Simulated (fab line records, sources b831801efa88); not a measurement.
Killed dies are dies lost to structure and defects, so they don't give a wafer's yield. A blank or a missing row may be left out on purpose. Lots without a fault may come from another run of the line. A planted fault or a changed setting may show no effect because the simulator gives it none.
fab line records | flow gf180mcu
record lots=10 wafers=30 last_day=34
route steps=602 shown V5@558 TOP_METAL@568 PASSIVATION@587
lots that met no fault: from a run of the same line without faults
start_h: hours from the record's first day to the start of the lot's first wafer shown | wait_h: hours since the lot's step before | " the same as in the row above | L1.1+2: a row that stands for several wafers | - no value, or no start given | * or withheld: withheld | < > ~ a bound
route shown NAME@n: a module of which the file shows steps, and the number in the route of the first | usual: mean/standard deviation of fault-free wafers | same: alike in all rows | chamber/n: place in a boat | sites: the reading at each site | _std_site: their standard deviation | _edge_site: outer sites' mean less inner sites' | radius_mm: how far each site lies from the wafer's centre | mask NAME#n: copy n | behind: the tool/chamber that last shaped the wafer | hold: why the lot was held/for how many hours/how that ended | device: the transistor (n, p or np) that didn't switch | end of line: the same wafers' tests at the end of the route | a step without rows: its recipe alone | killed: dies lost to structure and defects at the first sort, not the wafer's yield | map: a wafer's dies, x killed, . not, _ none there
set.NAME: the setting as run; set.NAME@STEP: as run at that earlier step | model.NAME: the simulator's own value behind a step, which no gauge read
steps of the route over a sample of lots; a table a step, a row a wafer
services: from which hour (start_h, from the record's first day; less than 0 if before it) a tool's chamber was out of use, for how many hours, and why
## steps
# step GF_V5_STRIP_18
# recipe chemistry=O2/N2 power_w=1400 pressure_mtorr=1500 platen_temp_c=250 o2_flow_sccm=3000 n2_flow_sccm=300 overash_fraction=0.5
# usual drypump_motor_current_A=5.9/0.48 heater_power_w=340/43 oes_product_au=0.570/0.0049
# columns lot.wafer tool chamber start_h wait_h drypump_motor_current_A heater_power_w oes_product_au rf_hours_counter_h
L221.2 plasma_asher-02 1 625.41 - 6.3 421 0.569 51
L221.4 " 1 " " 6.3 422 0.578 -
L221.6 " 0 " " 5.8 346 0.579 -
L222.1 plasma_asher-03 1 634.06 - 5.2 281 0.576 87
L222.2 " 0 " " 6.4 322 0.574 87
L222.5 " 0 " " 6.4 329 0.567 -
L223.2 plasma_asher-03 0 642.71 - 6.4 326 0.566 88
L223.5 " 1 " " 5.2 286 0.577 -
L223.6 " 0 " " 6.4 329 0.560 -
L226.2 plasma_asher-02 1 666.46 - 6.3 423 0.569 57
L226.5 " 1 " " 6.3 398 0.573 -
L226.6 " 0 " " 5.7 355 0.574 -
L230.1 plasma_asher-03 0 697.11 - 6.4 326 0.567 94
L230.2 " 1 " " 5.2 288 0.565 94
L230.5 " 1 " " 5.2 279 0.565 -
L235.2 plasma_asher-03 1 729.59 - 5.2 296 0.565 97
L235.4 " 0 " " 6.4 332 0.570 -
L235.6 " 0 " " 6.4 321 0.571 -
L236.1 plasma_asher-03 1 736.36 - 5.2 285 0.563 98
L236.2 " 0 " " 6.4 325 0.572 98
L236.3 " 1 " " 5.2 288 0.581 -
L240.1 plasma_asher-02 1 756.79 - 6.3 417 0.567 67
L240.4 " 1 " " 6.3 417 0.566 -
L240.5 " 0 " " 5.7 344 0.578 -
L243.3 plasma_asher-03 0 773.00 - 6.4 321 0.573 -
L243.4 " 1 " " 5.2 284 0.570 -
L243.5 " 1 " " 5.2 281 0.573 -
L244.1 plasma_asher-02 1 782.80 - 6.3 408 0.564 70
L244.2 " 0 " " 5.8 356 0.564 70
L244.4 " 1 " " 6.3 418 0.574 -
# step GF_TOP_METAL_SPUTTER_01
# recipe material=TiN target_thk_nm=30 power_w=6500 time_s=25 chamber_pressure_pa=0.4
# usual throttle_valve_pct=29.7/0.96
# columns lot.wafer tool chamber start_h wait_h throttle_valve_pct
L221.2 pvd_sputter-02 - 626.74 0.1 28.0
L221.4 " - " " 28.3
L221.6 " - " " 29.5
L222.1 pvd_sputter-02 - 635.50 0.1 30.8
L222.2 " - " " 28.1
L222.5 " - " " 29.6
L223.2 pvd_sputter-01 - 644.06 0.1 30.3
L223.5 " - " " 29.7
L223.6 " - " " 30.9
L226.2 pvd_sputter-02 - 667.78 0.1 29.7
L226.5 " - " " 29.4
L226.6 " - " " 28.5
L230.1 pvd_sputter-02 - 698.54 0.1 29.5
L230.2 " - " " 28.5
L230.5 " - " " 30.9
L235.2 pvd_sputter-02 - 730.95 0.1 30.6
L235.4 " - " " 29.4
L235.6 " - " " 30.7
L236.1 pvd_sputter-03 - 737.68 0.1 30.0
L236.2 " - " " 31.2
L236.3 " - " " 29.9
L240.1 pvd_sputter-02 - 758.12 0.1 28.7
L240.4 " - " " 29.6
L240.5 " - " " 28.1
L243.3 pvd_sputter-01 - 774.33 0.1 29.8
L243.4 " - " " 28.0
L243.5 " - " " 30.4
L244.1 pvd_sputter-03 - 784.14 0.1 29.9
L244.2 " - " " 29.6
L244.4 " - " " 30.8
# step GF_TOP_METAL_RS_MEAS_05
# recipe thk_meas_gauge=four-point-probe reads=TiN_of_TOP_METAL_SPUTTER_04+Ti_of_TOP_METAL_SPUTTER_03+AlCu_of_TOP_METAL_SPUTTER_02+TiN_of_TOP_METAL_SPUTTER_01+Ti_of_TOP_METAL_SPUTTER_00
# usual TOP_METAL_ALCU_RS=0.0328/0.00049
# columns lot.wafer tool chamber start_h wait_h TOP_METAL_ALCU_RS[ohm/sq]
L221.2 film_metro-04 - 626.88 0.0 0.0320
L221.4 " - " " 0.0327
L221.6 " - " " 0.0321
L222.1 film_metro-04 - 635.62 0.0 0.0330
L222.2 " - " " 0.0329
L222.5 " - " " 0.0325
L223.2 film_metro-02 - 644.22 0.0 0.0318
L223.5 " - " " 0.0320
L223.6 " - " " 0.0323
L226.2 film_metro-01 - 667.92 0.0 0.0322
L226.5 " - " " 0.0322
L226.6 " - " " 0.0325
L230.1 film_metro-02 - 698.66 0.0 0.0326
L230.2 " - " " 0.0332
L230.5 " - " " 0.0329
L235.2 film_metro-02 - 731.09 0.0 0.0325
L235.4 " - " " 0.0324
L235.6 " - " " 0.0327
L236.1 film_metro-04 - 737.80 0.0 0.0337
L236.2 " - " " 0.0335
L236.3 " - " " 0.0330
L240.1 film_metro-04 - 758.24 0.0 0.0316
L240.4 " - " " 0.0322
L240.5 " - " " 0.0317
L243.3 film_metro-01 - 774.49 0.1 0.0331
L243.4 " - " " 0.0327
L243.5 " - " " 0.0328
L244.1 film_metro-02 - 784.26 0.0 0.0332
L244.2 " - " " 0.0327
L244.4 " - " " 0.0330
# step GF_PASSIVATION_CVD_00
# recipe material=SiO2 target_thk_nm=1000 precursor=TEOS temp_c=400 time_s=111.95 rf_w=600
# usual heater_power_w=669/79 rf_fwd_power_W=595.5/2
# columns lot.wafer tool chamber start_h wait_h heater_power_w rf_fwd_power_W
L221.2 pecvd-01 0 647.14 0.0 729 596.2
L221.4 " 1 " " 631 593.9
L221.6 " 0 " " 769 596.6
L222.1 pecvd-01 0 656.10 0.0 839 596.7
L222.2 " 1 " " 782 596.5
L222.5 " 0 " " 677 596.1
L223.2 pecvd-02 0 664.52 0.0 626 594.6
L223.5 " 0 " " 668 597.2
L223.6 " 1 " " 668 593.0
L226.2 pecvd-01 1 687.70 0.0 808 594.5
L226.5 " 0 " " 779 595.1
L226.6 " 1 " " 645 592.9
L230.1 pecvd-03 2 717.32 0.0 680 595.9
L230.2 " 1 " " 721 596.2
L230.5 " 1 " " 778 596.2
L235.2 pecvd-01 0 748.17 0.0 738 597.4
L235.4 " 2 " " 665 595.2
L235.6 " 0 " " 801 596.1
L236.1 pecvd-01 2 755.20 0.0 537 593.7
L236.2 " 0 " " 815 595.0
L236.3 " 1 " " 776 595.1
L240.1 pecvd-02 2 775.05 0.0 637 598.5
L240.4 " 1 " " 546 594.8
L240.5 " 2 " " 499 597.7
L243.3 pecvd-02 2 791.46 0.0 595 595.0
L243.4 " 2 " " 631 594.3
L243.5 " 0 " " 683 596.2
L244.1 pecvd-03 1 800.82 0.0 689 598.9
L244.2 " 2 " " 678 595.7
L244.4 " 1 " " 750 597.6
# step GF_PASSIVATION_THK_MEAS_01
# recipe reads=SiO2_of_PASSIVATION_CVD_00
# usual PASSIVATION_CVD_00_THK=1004/15
# columns lot.wafer tool chamber start_h wait_h hold PASSIVATION_CVD_00_THK[nm]
L221.2 film_metro-03 - 647.23 0.0 - 996
L221.4 " - " " - 1018
L221.6 " - " " - 1006
L222.1 film_metro-04 - 656.18 0.0 - 1000
L222.2 " - " " - 1019
L222.5 " - " " - 1012
L223.2 film_metro-04 - 664.61 0.0 - 980
L223.5 " - " " - 997
L223.6 " - " " - 1000
L226.2 film_metro-01 - 687.79 0.0 - 1004
L226.5 " - " " - 1003
L226.6 " - " " - 1011
L230.1 film_metro-01 - 717.40 0.0 - 998
L230.2 " - " " - 1003
L230.5 " - " " - 1017
L235.2 film_metro-01 - 748.26 0.0 await_dispo/0.2h/release 648
L235.4 " - " " await_dispo/0.2h/release 1026
L235.6 " - " " await_dispo/0.2h/release 659
L235.2 film_metro-01 - 748.48 0.2 - 648
L235.4 " - " " - 1025
L235.6 " - " " - 658
L236.1 film_metro-03 - 755.28 0.0 await_dispo/0.2h/release 1010
L236.2 " - " " await_dispo/0.2h/release 633
L236.3 " - " " await_dispo/0.2h/release 1028
L236.1 film_metro-03 - 755.50 0.2 - 1008
L236.2 " - " " - 633
L236.3 " - " " - 1027
L240.1 film_metro-01 - 775.13 0.0 - 999
L240.4 " - " " - 991
L240.5 " - " " - 1016
L243.3 film_metro-01 - 791.56 0.1 - 1002
L243.4 " - " " - 1023
L243.5 " - " " - 989
L244.1 film_metro-01 - 800.90 0.0 - 1007
L244.2 " - " " - 1004
L244.4 " - " " - 1014
# step GF_PASSIVATION_ETCH_11
# recipe chemistry=CF4/O2 target_depth_nm=1800 stop_on=TiN source_w=800 bias_w=150 pressure_mtorr=150 cf4_flow_sccm=80 O2_flow_sccm=10 time_s=400
# usual O2_flow_sccm=10.00/0.031 drypump_motor_current_A=5.5/0.36 oes_product_au=0.964/0.008 rf_fwd_power_W=798.5/2.4 throttle_valve_pct=5.962/0.0094
# columns lot.wafer tool chamber start_h wait_h O2_flow_sccm drypump_motor_current_A oes_product_au rf_fwd_power_W rf_hours_counter_h throttle_valve_pct
L221.2 rie_diel-03 2 666.48 - 10.01 5.9 0.965 798.6 18 5.963
L221.4 " 3 " " 9.98 5.8 0.968 799.9 - 5.969
L221.6 " 2 " " 9.99 5.9 0.967 796.8 - 5.966
L222.1 rie_diel-04 3 674.70 - 10.01 5.4 0.965 800.3 3 5.964
L222.2 " 0 " " 10.03 4.9 0.973 798.0 31 5.977
L222.5 " 2 " " 10.01 5.4 0.966 794.3 - 5.986
L223.2 rie_diel-03 2 682.85 - 10.02 5.9 0.958 797.9 18 5.954
L223.5 " 1 " " 10.02 5.1 0.966 801.5 - 5.976
L223.6 " 0 " " 9.96 6.0 0.963 796.3 - 5.976
L226.2 rie_diel-04 0 706.40 - 9.97 4.9 0.959 803.7 32 5.962
L226.5 " 2 " " 10.01 5.4 0.968 800.9 - 5.961
L226.6 " 1 " " 9.97 5.6 0.969 797.2 - 5.973
L230.1 rie_diel-04 3 734.70 - 9.99 5.4 0.961 796.3 5 5.979
L230.2 " 0 " " 10.02 4.9 0.970 794.8 33 5.943
L230.5 " 1 " " 10.05 5.6 0.971 795.9 - 5.982
L235.2 rie_diel-03 3 764.38 - 10.03 5.9 0.847 798.4 10 5.939
L235.4 " 1 " " 10.01 5.1 0.975 797.2 4 5.963
L235.6 " 3 " " 10.02 5.8 0.853 800.1 - 5.919
L236.1 rie_diel-02 2 771.85 - 10.04 5.0 0.961 796.2 14 5.946
L236.2 " 3 " " 10.00 5.4 0.839 799.6 21 5.919
L236.3 " 1 " " 10.01 6.0 0.972 793.2 4 5.967
L240.1 rie_diel-04 1 791.03 - 10.01 5.5 0.956 795.1 19 5.963
L240.4 " 2 " " 10.05 5.4 0.957 796.8 25 5.964
L240.5 " 2 " " 10.01 5.4 0.952 797.2 - 5.965
L243.3 rie_diel-02 3 809.75 - 9.98 5.3 0.962 795.8 24 5.952
L243.4 " 1 " " 10.02 6.0 0.969 798.3 5 5.961
L243.5 " 2 " " 9.99 4.9 0.951 797.3 - 5.956
L244.1 rie_diel-04 3 814.95 - 9.99 5.4 0.965 799.5 9 5.948
L244.2 " 0 " " 9.98 4.9 0.957 796.4 37 5.971
L244.4 " 1 " " 10.00 5.6 0.966 798.9 20 5.974
## services
# columns tool chamber start_h hours kind
rie_diel-04 1 603.69 3.9 repair
pecvd-01 0 605.12 - clean
pecvd-01 0 609.60 12.4 repair
rie_diel-03 3 612.08 10.1 repair
pecvd-01 2 619.22 17.7 repair
pecvd-03 - 625.65 1.5 repair
pvd_sputter-01 - 625.71 1.8 repair
rie_diel-04 2 641.43 14.1 repair
rie_diel-04 1 657.59 18.1 repair
pvd_sputter-02 0 659.00 - consumable_replace:kit
pvd_sputter-02 0 659.00 18.0 scheduled_down
pvd_sputter-02 0 659.00 18.0 vent_cycle
plasma_asher-03 - 698.33 2.5 repair
plasma_asher-03 - 724.07 2.8 pm
pvd_sputter-02 - 736.31 9.7 repair
pvd_sputter-02 3 754.59 - consumable_replace:kit
pvd_sputter-02 3 754.59 18.0 scheduled_down
pvd_sputter-02 3 754.59 18.0 vent_cycle
rie_diel-04 1 766.94 14.3 repair
pvd_sputter-01 - 767.93 2.0 repair
rie_diel-04 0 770.84 10.0 repair
plasma_asher-03 - 777.07 0.5 repair
pecvd-03 0 784.50 7.9 repair
pecvd-02 - 799.38 14.0 pm
## key
first_sign step=GF_PASSIVATION_THK_MEAS_01 reading=visit direction=added
effect step=GF_PASSIVATION_THK_MEAS_01 reading=PASSIVATION_CVD_00_THK direction=down sigmas=25 usual=1004 struck=647
effect step=GF_PASSIVATION_ETCH_11 reading=oes_product_au direction=down sigmas=15 usual=0.964 struck=0.846
met_at GF_PASSIVATION_CVD_00
struck_lots L235,L236
struck_wafers L235.2,L235.6,L236.2
not_acting_at GF_V5_STRIP_18,GF_TOP_METAL_SPUTTER_01,GF_TOP_METAL_RS_MEAS_05
onset_between 687.70 748.17
fault kind=process_parameter_drift tool=pecvd-01 chamber=- onset_h=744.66 steps=GF_PASSIVATION_CVD_00 channel=target_thk_nm offset=-355.25 shape=step end_h=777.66 scope=struck_wafers_only acts_in=these_recipes_only stated=1000
